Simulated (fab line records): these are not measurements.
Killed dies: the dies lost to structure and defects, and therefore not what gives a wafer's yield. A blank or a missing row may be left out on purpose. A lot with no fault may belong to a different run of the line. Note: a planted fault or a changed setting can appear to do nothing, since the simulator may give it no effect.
Which tool did it? + flow sky130 + 12 lots, 36 wafers sampled, at 1 step of a route of 708

== WHAT EACH GAUGE READ, for each wafer ==
SKY_METAL1_THK_MEAS_06: measures by xrf.
| lot  | measured     | on            | METAL1_ALCU_THK (nm) |
|------|--------------|---------------|----------------------|
| L920 | day 32 00:22 | film-metro-02 | 248 249 250          |
| L921 | day 32 11:53 | film-metro-02 | 253 247 251          |
| L923 | day 33 01:09 | film-metro-02 | 246 250 249          |
| L924 | day 33 06:43 | film-metro-02 | 251 253 253          |
| L925 | day 33 14:50 | film-metro-04 | 258 255 256          |
| L926 | day 33 23:48 | film-metro-04 | 253 252 251          |
| L929 | day 35 07:23 | film-metro-01 | 250 251 254          |
| L932 | day 35 23:43 | film-metro-04 | 252 251 253          |
| L933 | day 36 08:25 | film-metro-02 | 248 251 247          |
| L936 | day 37 08:07 | film-metro-01 | 261 258 260          |
| L937 | day 37 17:31 | film-metro-02 | 251 252 256          |
| L940 | day 38 10:05 | film-metro-02 | 254 257 255          |

== WHICH TOOL RAN EACH LOT (tool, then ch and the chambers of the sampled wafers, then the start) ==
The record holds no process step before these readings.

== AS READ BY THE TOOLS THEMSELVES (means over the sampled wafers that have a number; for cases with no such wafer, the mark the record gives instead) ==
The record holds no such reading with a usual standard deviation.

== THE ANSWER, worked out from the rows above alone ==
Rule: usual is defined by the lots themselves. Put in order of their means at a reading, lots are off if they are a third of the lots or fewer, leave a main group of 4 or more, and stand apart from it by a gap of 3 or more times the standard deviation of the main group's means; of several such gaps the widest counts. Not used: any main group whose means are identical at the precision the tables above print for the reading. A lot without any number at a reading at which 4 lots or more have one is off too. All remaining lots with rows at the step are treated as sound. After the gauges, taken in route order, come the tools' own readings; for these a lot's mean is taken, as printed above. At the first step where some lot is off, the reading lying furthest off is the one used; lots without a number count as furthest.
No lot is off at any reading shown: from this, nothing can be told.

== WHAT THE SIMULATOR HAD PUT IN ==
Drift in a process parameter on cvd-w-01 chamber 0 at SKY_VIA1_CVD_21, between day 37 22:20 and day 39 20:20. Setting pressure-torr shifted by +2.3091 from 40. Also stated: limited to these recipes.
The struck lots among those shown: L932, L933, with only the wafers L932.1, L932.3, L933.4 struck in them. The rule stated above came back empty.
